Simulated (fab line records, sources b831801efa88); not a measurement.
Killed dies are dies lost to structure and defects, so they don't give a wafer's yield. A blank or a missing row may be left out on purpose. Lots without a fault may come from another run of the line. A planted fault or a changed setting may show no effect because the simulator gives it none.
Problem report in the 8D (eight disciplines) form, filled by code | flow sky130 | the parts of the form that need people (team, actions taken, sign-off) are left out

1. THE PROBLEM
VIA1_W_RS at SKY_VIA1_RS_MEAS_22 reads a mean of 0.630 ohm/sq on 3 wafers of 2 lots; wafers without a fault read 0.426 ohm/sq with a standard deviation of 0.007. That is +29 standard deviations from the usual mean.
The step: measures by four-point-probe.
First seen on wafer L880.6, day 35 12:44, on film_metro-02. The record holds 30 wafers of 10 lots with a number at this step. Rule for "out", or "out of limits": more than 4 standard deviations from the usual mean. The other wafers with a number count as sound.

2. WHAT IT IS AND WHAT IT IS NOT
question                    | is                     | is not
which readings at this step | VIA1_W_RS              | -
which lots                  | L880, L881             | L876, L891, L892, L893, L894, L895, L896, L897
which wafers of those lots  | L880.6, L881.1, L881.3 | L880.2, L880.5, L881.4
read on which gauges        | film_metro-02          | film_metro-03, film_metro-04
when                        | from day 35 12:44      | up to then (5 sound wafers); but 22 sound wafers of L881, L891, L892, L893, L894, L895, L896, L897 came after

3. SUSPECTS, AND WHAT RULES EACH OUT
Counting: a tool at a process step up to the reading stays a suspect if it ran every lot that is out. Sound lots after the first of them don't rule it out here, since some wafers of a struck lot are sound.
- the gauge at SKY_VIA1_RS_MEAS_22: ruled out. All the wafers that are out were read on film_metro-02, but those of them that SKY_VIA1_CMP_24 has rows for are out there too, on other tools.
- cvd_w-02 at SKY_VIA1_CVD_21 (deposits W, target thk 270 nm, time 80.902 s): kept. It ran every lot that is out, first L880 (day 35 12:38); its last sound lot up to then is L876 (day 34 00:52).
Left after counting: cvd_w-02 at SKY_VIA1_CVD_21.

4. THE CAUSE (what the simulator had put in)
Process parameter drift: cvd_w-02, from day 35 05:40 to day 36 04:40, at SKY_VIA1_CVD_21. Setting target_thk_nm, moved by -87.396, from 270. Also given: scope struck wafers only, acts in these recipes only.
Counting left only this tool.

5. THE CHAIN OF EFFECTS, in route order
Each row: a reading whose mean over the struck wafers that have a number lies more than 3 standard deviations from the usual. Only readings for which the record gives a usual standard deviation are gone through. hours: the time from each lot's start at the first step in this table that gives one to its start at this step, as a median over the lots. sigmas: the change in usual standard deviations.
hours | step                 | reading            | usual        | on struck wafers | change | sigmas
0     | SKY_VIA1_RS_MEAS_22  | VIA1_W_RS          | 0.426 ohm/sq | 0.630            | +0.204 | +29
0     | SKY_VIA1_THK_MEAS_23 | VIA1_W_THK         | 268 nm       | 184              | -84    | -18
0     | SKY_VIA1_CMP_24      | time_to_endpoint_s | 64 s         | 42               | -22    | -5.7
The process steps in it:
- SKY_VIA1_CMP_24: polishes, stops on SiO2, t overpolish 15 s, target thk 0 nm.
Later measuring or inspecting steps at which every struck wafer that the step has a row for has a number for every such reading, and none has moved that far: SKY_METAL2_RS_MEAS_05.

6. WHAT WOULD HAVE CAUGHT IT SOONER
In this record the first reading out of limits at a measuring or inspecting step was taken at day 35 12:44, 7 hours after the fault began at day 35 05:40.
Of the tool readings at SKY_VIA1_CVD_21 for which the record gives a usual standard deviation, none was out on any struck wafer, so an alarm limit of 4 standard deviations on them would not have fired.
Of the lots that are out (2), L881 began SKY_VIA1_CVD_21 on cvd_w-02 after day 35 12:44. A hold on the tool at that time would have spared it.
